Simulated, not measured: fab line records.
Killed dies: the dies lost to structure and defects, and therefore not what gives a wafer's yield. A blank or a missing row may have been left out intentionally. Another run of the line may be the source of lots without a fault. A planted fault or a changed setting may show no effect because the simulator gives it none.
Comparing a struck lot with a sound one    flow sky130    16 out of 708 route steps
Sound: wafers L888.1, L888.2, L888.3. Wafers struck: L895.4, L895.5, L895.6. Last of all comes the cause.
Order at every step that has rows: each side's tool, ch and its chambers, its first start. Under that, the readings that differ: sound wafers    struck wafers    difference of the means    sigmas: that difference in standard deviations of wafers without a fault.
alike: same words and numbers on both sides, and readings whose means sit less than 2 such deviations apart. not compared: any withheld reading, any reading some wafer has no value for, any bound like >300 that may hide the same value, and any number with overlapping values for which the record gives no deviation.
The two part at a step that has a row with sigmas, a row that says differs or no value, or rows on one side only. Numbers that have no deviation but don't overlap get no sigmas and don't part them. A reading missing from all wafers of one side parts the sides only when that side holds two or more wafers.

first, 5 steps without rows for these wafers: SKY_POLY_GATE_COAT_08 (resist thk 450 nm); SKY_POLY_GATE_SOFTBAKE_09 (time 90 s); SKY_POLY_GATE_EXPOSE_10 (exposes mask P1M, target cd 150 nm); SKY_POLY_GATE_PEB_11; SKY_POLY_GATE_DEVELOP_12 (develop time 60 s).
SKY_POLY_GATE_CD_MEAS_13: target cd 150 nm.
  struck on cd-sem-02, day 22 11:56; sound on cd-sem-01, day 19 20:19
  alike: cd-nm
SKY_POLY_GATE_OVL_MEAS_14:
  struck on overlay-01, day 22 12:01; sound on overlay-02, day 19 20:26
reading             sound      struck   difference  sigmas
POLY_GATE_OVL (nm)  -10 -6 -1  14 2 13  +15         +3
SKY_POLY_GATE_ETCH_15: etches BARC in N2/H2, stops on SiO2, time 118.5 s, target depth 110 nm.
  sound on rie-diel-02 ch 0,1,3, day 19 20:28; struck on rie-diel-03 ch 0,1,3, day 22 12:02
reading                sound              struck             difference  sigmas
oes-product-au (a.u.)  0.726 0.711 0.721  0.709 0.710 0.709  -0.010      -2
  alike: bias-w, drypump-motor-current-A, h2-flow-sccm, throttle-valve-pct
  not compared: rf-hours-counter-h
SKY_POLY_GATE_ETCH_16: etches Si3N4 in CH3F/O2, stops on poly-Si, time 147.5 s, target depth 75 nm.
  sound on rie-diel-02 ch 0,1,3, day 19 20:34; struck on rie-diel-03 ch 0,1,3, day 22 12:07
  alike: bias-w, drypump-motor-current-A, oes-product-au, throttle-valve-pct
  not compared: rf-hours-counter-h
SKY_POLY_GATE_ETCH_17: etches poly-Si in HBr/Cl2, stops on SiO2, target depth 180 nm, time 70.5 s.
  sound on rie-si-02 ch 0,1,2, day 19 20:39; struck on rie-si-01 ch 0,3, day 22 12:13
  alike: bias-w, drypump-motor-current-A, oes-product-au, throttle-valve-pct
  not compared: rf-hours-counter-h
SKY_POLY_GATE_STRIP_18: strips in O2/N2.
  sound on plasma-asher-03 ch 0,1, day 19 20:43; struck on plasma-asher-01 ch 0,1, day 22 12:19
  alike: drypump-motor-current-A, oes-product-au, strip-time-to-endpoint-s
  not compared: rf-hours-counter-h
then, 1 step without rows for these wafers: SKY_POLY_GATE_CLEAN_19 (cleans in SC1/SC2, time 150 s).
SKY_POLY_GATE_OXIDATION_20: stabilise 600 s, purge 300 s, target thk 4 nm.
  sound on furnace-01 ch 0, day 19 21:57; struck on furnace-01 ch 0, day 22 12:26
reading                                           sound              struck             difference  sigmas
spike-tc-centre-C (C)                             850.4 849.6 848.4  885.3 887.6 886.6  +37.0       +37
spike-tc-lower-C (C)                              849.6 849.5 849.0  843.4 845.6 844.8  -4.8        -5
spike-tc-upper-C (C)                              851.7 851.5 850.4  848.1 845.3 847.6  -4.2        -4
zone-power-centre-pct (%)                         19.5 19.4 19.7     33.9 33.8 33.4     +14.2       +6
zone-power-lower-pct (%)                          17.2 17.3 17.7     10.4 10.8 10.6     -6.8        -5
zone-power-upper-pct (%)                          15.1 15.3 15.1     9.5 9.3 9.3        -5.8        -14
model.SiO2_of_POLY_GATE_OXIDATION_20.thk-nm (nm)  3.793 3.82 3.844   4.958 4.914 4.749  +1.055      
  alike: spike-tc-bottom-C, tube-center-temp-C
SKY_POLY_GATE_THK_MEAS_21:
  struck on film-metro-04, day 22 13:56; sound on film-metro-03, day 19 23:12
reading                       sound           struck          difference  sigmas
POLY_GATE_OXIDATION_THK (nm)  3.83 3.85 3.83  4.97 4.87 4.70  +1.01       +13
  not compared: hold
SKY_POLY_GATE_CD_MEAS_22:
  struck on cd-sem-01, day 22 18:14; sound on cd-sem-01, day 19 23:16
reading  sound  struck                                                                      difference                    sigmas
hold     - - -  await-dispo/4.0h/release await-dispo/4.0h/release await-dispo/4.0h/release  no value on the sound wafers  
  alike: cd-nm
-- here the record skips 27 days between the struck wafers' starts before and after, leaving off in module POLY_GATE and picking up in module PAD_OPEN (first step shown: number 708 of the route) --
SKY_PAD_OPEN_PROBE_99:
  struck on prober-01, day 49 21:53; sound on prober-01, day 48 05:36
reading                          sound              struck             difference  sigmas
model.etest.tip-p.rs-ohm-sq      6714 6693 6709     7037 6996 6957     +291        
model.etest.tip-sonos.rs-ohm-sq  2640 2621 2625     2755 2791 2762     +141        
model.etest.tip-n.rs-ohm-sq      443.1 442.1 439.9  460.9 456.9 454.2  +15.6       
  alike: killed_at_M0_to_M3, killed_at_M4_up, killed-at-contacts, killed-at-front-end, killed-at-other, killed-dies, killed-open, killed-short
  not compared: model.etest.res-pdiff.rs-ohm-sq

WHERE THEY PART
At SKY_POLY_GATE_OVL_MEAS_14 first; at SKY_POLY_GATE_CD_MEAS_22 last (within this record only). Later steps at which nothing parts them and some readings are alike: SKY_PAD_OPEN_PROBE_99.

WHY: whatever the simulator had introduced
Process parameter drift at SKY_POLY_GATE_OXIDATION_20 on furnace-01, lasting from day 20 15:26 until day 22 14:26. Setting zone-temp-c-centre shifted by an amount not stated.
